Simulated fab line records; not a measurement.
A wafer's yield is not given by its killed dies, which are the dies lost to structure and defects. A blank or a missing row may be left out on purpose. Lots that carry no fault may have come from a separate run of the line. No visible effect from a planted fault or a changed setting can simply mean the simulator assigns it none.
2 desks, one fault + flow sky130 + each desk has only its own numbers; what lay behind them comes last

## TOOL OWNER'S DESK, rie_si-01
The tool's own readings at SKY_POLY_GATE_ETCH_17 (etches poly-Si in HBr/Cl2, stops on SiO2, target depth 180 nm, time 70.5 s): means of the sampled wafers that have a number, for each lot that ran on this tool. Marked OUT: a lot whose mean sits more than 4 standard deviations from the usual mean, which makes it out of limits; the brackets give that distance.
Columns: A = bias_w at SKY_POLY_GATE_ETCH_17, usual 99.95 W; B = drypump_motor_current_A at SKY_POLY_GATE_ETCH_17, usual 5.6 A; C = oes_product_au at SKY_POLY_GATE_ETCH_17, usual 0.985 a.u.; D = throttle_valve_pct at SKY_POLY_GATE_ETCH_17, usual 33.683 %
| lot  | first seen here | A               | B   | C     | D      |
|------|-----------------|-----------------|-----|-------|--------|
| L596 | day 17 01:11    | 99.94           | 5.3 | 0.990 | 33.686 |
| L600 | day 18 06:14    | 99.68           | 5.1 | 0.988 | 33.691 |
| L602 | day 18 18:40    | 99.98           | 5.2 | 0.982 | 33.691 |
| L603 | day 19 07:04    | 100.03          | 5.4 | 0.997 | 33.690 |
| L605 | day 19 22:35    | 99.91           | 5.4 | 0.991 | 33.686 |
| L610 | day 21 03:46    | 96.95 (-10) OUT | 5.5 | 0.977 | 33.688 |
This desk's verdict: out of limits on L610, starting with L610 at day 21 03:46 (bias_w at SKY_POLY_GATE_ETCH_17). L596, L600, L602, L603, L605: within limits.

## FROM THE METROLOGY DESK
Means of the sampled wafers that have a number, per lot and without regard to the tool the lot ran on: this is what the gauges read. Marked OUT: a lot whose mean sits more than 4 standard deviations from the usual mean, which makes it out of limits; the brackets give that distance.
Columns: A = cd_nm at SKY_FIELD_ISO_CD_MEAS_13, usual 150.1 nm; B = LOCAL_INTERCONNECT_TIN_THK at SKY_LOCAL_INTERCONNECT_THK_MEAS_02, usual 101.7 nm
| lot  | first seen here | A     | B     |
|------|-----------------|-------|-------|
| L596 | day 2 05:10     | 151.1 | 102.9 |
| L597 | day 2 11:33     | 152.4 | 101.2 |
| L598 | day 2 14:55     | 148.7 | 103.2 |
| L599 | day 2 23:27     | 149.8 | 102.2 |
| L600 | day 3 03:18     | 150.8 | 99.5  |
| L601 | day 3 10:29     | 152.2 | 102.8 |
| L602 | day 3 15:09     | 148.9 | 101.4 |
| L603 | day 3 16:43     | 150.2 | 102.4 |
| L604 | day 3 23:22     | 149.9 | 99.8  |
| L605 | day 4 04:56     | 148.6 | 102.0 |
| L610 | day 5 04:24     | 151.6 | 100.8 |
| L617 | day 6 18:14     | 151.1 | 100.5 |
| L619 | day 7 04:47     | 147.6 | 102.9 |
This desk's finding: nothing out of limits on any of the 13 lots.

## ALL TOGETHER
On L610, at day 21 03:46, an alarm was possible from the tool owner's desk.
Metrology desk: nothing out of limits seen.
The metrology desk holds a record of L610, inside its limits.
SKY_POLY_GATE_ETCH_17 was run on rie_si-01 by each of the lots named.

## WHAT THE SIMULATOR PUT IN
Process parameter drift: rie_si-01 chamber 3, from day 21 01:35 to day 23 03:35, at SKY_POLY_GATE_ETCH_17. A move of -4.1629 in setting bias_w, from 100. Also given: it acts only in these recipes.
Lots struck among those shown: L610.
Hours from the fault's start to each desk's first reading out of limits: the tool owner's desk, 2.
